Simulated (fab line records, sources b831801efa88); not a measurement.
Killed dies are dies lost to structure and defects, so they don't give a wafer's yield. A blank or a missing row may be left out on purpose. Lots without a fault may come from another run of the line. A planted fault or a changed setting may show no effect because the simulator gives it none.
Which tool did it? | flow sky130 | 13 lots, 39 wafers sampled, at 4 steps of a route of 708

WHAT THE GAUGES READ, wafer by wafer
SKY_FIELD_ISO_BOW_MEAS_00. Usual: INCOMING_BOW 1 um, standard deviation 6.2.
lot  | measured    | on            | INCOMING_BOW (um) | flag
L736 | day 1 10:02 | film_metro-01 | -3 -3 3           |
L738 | day 1 20:04 | film_metro-01 | -1 -12 4          |
L741 | day 2 11:00 | film_metro-01 | 2 -3 5            |
L742 | day 2 16:01 | film_metro-04 | 0 9 -2            |
L743 | day 2 21:00 | film_metro-03 | 3 10 4            |
L744 | day 3 02:00 | film_metro-03 | -4 -8 -6          |
L745 | day 3 07:01 | film_metro-01 | -3 -3 -2          |
L750 | day 4 08:00 | film_metro-01 | -7 5 0            |
L752 | day 4 18:00 | film_metro-04 | 5 4 6             |
L754 | day 5 04:00 | film_metro-03 | -1 -6 -7          |
L755 | day 5 09:01 | film_metro-03 | -7 -4 4           |
L757 | day 5 19:01 | film_metro-01 | 11 0 2            |
L759 | day 6 05:00 | film_metro-03 | 2 -7 1            |

SKY_FIELD_ISO_THK_MEAS_02. Usual: FIELD_ISO_OXIDATION_00_THK 11.97 nm, standard deviation 0.23.
lot  | measured    | on            | FIELD_ISO_OXIDATION_00_THK (nm) | flag
L736 | day 1 11:39 | film_metro-03 | 11.86 11.80 11.71               |
L738 | day 1 21:40 | film_metro-04 | 12.18 12.18 12.07               |
L741 | day 2 15:35 | film_metro-03 | 12.20 12.12 11.98               |
L742 | day 3 01:22 | film_metro-01 | 12.10 12.11 12.45               |
L743 | day 3 01:22 | film_metro-03 | 12.51 12.35 12.12               |
L744 | day 3 08:07 | film_metro-04 | 12.07 12.14 12.00               |
L745 | day 3 10:53 | film_metro-03 | 11.66 11.90 11.96               |
L750 | day 4 11:01 | film_metro-04 | 12.16 11.96 12.23               |
L752 | day 4 20:29 | film_metro-04 | 12.28 11.99 12.18               |
L754 | day 5 05:59 | film_metro-01 | 12.31 12.21 12.46               |
L755 | day 5 10:38 | film_metro-03 | 11.69 11.76 11.59               |
L757 | day 5 21:19 | film_metro-01 | 11.70 11.53 11.60               |
L759 | day 6 07:33 | film_metro-01 | 11.63 11.76 11.57               |

SKY_PWDE_OVL_MEAS_07. Usual: PWDE_OVL -0.4 nm, standard deviation 1.3.
lot  | measured    | on         | PWDE_OVL (nm)  | flag
L736 | day 4 13:38 | overlay-01 | -0.2 0.0 0.1   |
L738 | day 4 21:24 | overlay-02 | -1.8 -0.7 -1.8 |
L741 | day 5 04:05 | overlay-01 | -1.2 -0.4 -0.4 |
L742 | day 5 12:56 | overlay-01 | 2.7 1.4 2.0    |
L743 | day 5 13:17 | overlay-01 | -1.5 -1.5 -0.1 |
L744 | day 5 23:50 | overlay-02 | 0.0 -0.3 -0.2  |
L745 | day 6 04:50 | overlay-02 | -0.5 -0.7 -2.2 |
L750 | day 7 02:17 | overlay-01 | 0.8 -1.5 -3.4  |
L752 | day 7 17:00 | overlay-01 | 1.2 -0.1 0.9   |
L754 | day 7 23:57 | overlay-01 | -1.3 -1.2 -1.4 |
L755 | day 8 08:31 | overlay-01 | 2.2 1.7 1.5    |
L757 | day 8 22:38 | overlay-01 | -3.3 -2.5 -2.3 |
L759 | day 9 07:13 | overlay-01 | 0.6 0.1 0.4    |

WHICH TOOL RAN EACH LOT (tool, then ch and the chambers of the sampled wafers, then the start)
lot  | SKY_FIELD_ISO_ETCH_17
L736 | rie_si-02 ch 1,3, day 2 04:13
L738 | rie_si-01 ch 0,3, day 2 14:19
L741 | rie_si-02 ch 1,2, day 3 09:20
L742 | rie_si-01 ch 1,2, day 3 18:55
L743 | rie_si-02 ch 0,2, day 3 19:01
L744 | rie_si-02 ch 1,2, day 4 03:27
L745 | rie_si-01 ch 2,3, day 4 06:19
L750 | rie_si-01 ch 1,2, day 5 06:54
L752 | rie_si-02 ch 0,1,2, day 5 18:16
L754 | rie_si-02 ch 0,1,2, day 6 02:19
L755 | rie_si-01 ch 0,2,3, day 6 08:03
L757 | rie_si-01 ch 0,3, day 6 21:39
L759 | rie_si-01 ch 0,1,3, day 7 06:04
- SKY_FIELD_ISO_ETCH_17: etches Si in HBr/Cl2/O2, target depth 342 nm, time 97.7 s.

WHAT THE TOOLS THEMSELVES READ (means of the sampled wafers that have a number; where no wafer has one, the mark that the record gives instead)
SKY_FIELD_ISO_ETCH_17. Usual: drypump_motor_current_A 5.8 A, standard deviation 0.49; oes_product_au 1.000 a.u., standard deviation 0.014; run_length_s 125.9 s, standard deviation 0.45; throttle_valve_pct 25.656 %, standard deviation 0.011.
lot  | tool      | drypump_motor_current_A (A) | oes_product_au (a.u.) | run_length_s (s) | throttle_valve_pct (%) | flag
L736 | rie_si-02 | 5.2                         | 1.004                 | 126.0            | 25.638                 |
L738 | rie_si-01 | 6.0                         | 0.989                 | 126.2            | 25.664                 |
L741 | rie_si-02 | 5.4                         | 1.012                 | 125.8            | 25.654                 |
L742 | rie_si-01 | 5.9                         | 0.997                 | 126.2            | 25.659                 |
L743 | rie_si-02 | 5.6                         | 1.000                 | 125.7            | 25.652                 |
L744 | rie_si-02 | 5.4                         | 1.015                 | 125.4            | 25.647                 |
L745 | rie_si-01 | 6.5                         | 0.989                 | 126.5            | 25.667                 |
L750 | rie_si-01 | 5.9                         | 1.000                 | 126.0            | 25.666                 |
L752 | rie_si-02 | 5.4                         | 1.012                 | 122.7            | 25.660                 | OFF
L754 | rie_si-02 | 5.4                         | 0.996                 | 122.6            | 25.661                 | OFF
L755 | rie_si-01 | 6.2                         | 0.996                 | 126.4            | 25.657                 |
L757 | rie_si-01 | 6.0                         | 0.992                 | 125.8            | 25.664                 |
L759 | rie_si-01 | 5.8                         | 0.979                 | 125.9            | 25.668                 |

THE ANSWER, worked out from the rows above alone
Rule: a lot is off if the mean of its wafers that have a number lies more than 3 standard deviations from the usual mean. A lot without any number at a reading at which 4 lots or more have one is off too. The other lots that the step has rows for count as sound. The gauges are gone through in route order, then the tools' own readings, and for those a lot's mean is taken as printed above. The first step at which some lot is off is used, and at that step the reading that is off furthest; a lot without a number counts as furthest.
Off: L752, L754, at SKY_FIELD_ISO_ETCH_17 (run_length_s).
A tool fits if, at that step or a process step before it, it ran every lot that is off, and no sound lot after the first of them. One fits: rie_si-02 at SKY_FIELD_ISO_ETCH_17. Its last sound lot is L744 (day 4 03:27), its first lot that is off L752 (day 5 18:16): a fault that began between those two fits.
The tool's own readings at SKY_FIELD_ISO_ETCH_17 bear it out: on the lots that are off they differ by more than 5 times the standard deviation of the sound lots' means. run_length_s reads 122.7 s there against 126.0 s on the sound lots.

WHAT THE SIMULATOR HAD PUT IN
Process parameter drift: rie_si-02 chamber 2, from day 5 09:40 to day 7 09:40, at SKY_FIELD_ISO_ETCH_17. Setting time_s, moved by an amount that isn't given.
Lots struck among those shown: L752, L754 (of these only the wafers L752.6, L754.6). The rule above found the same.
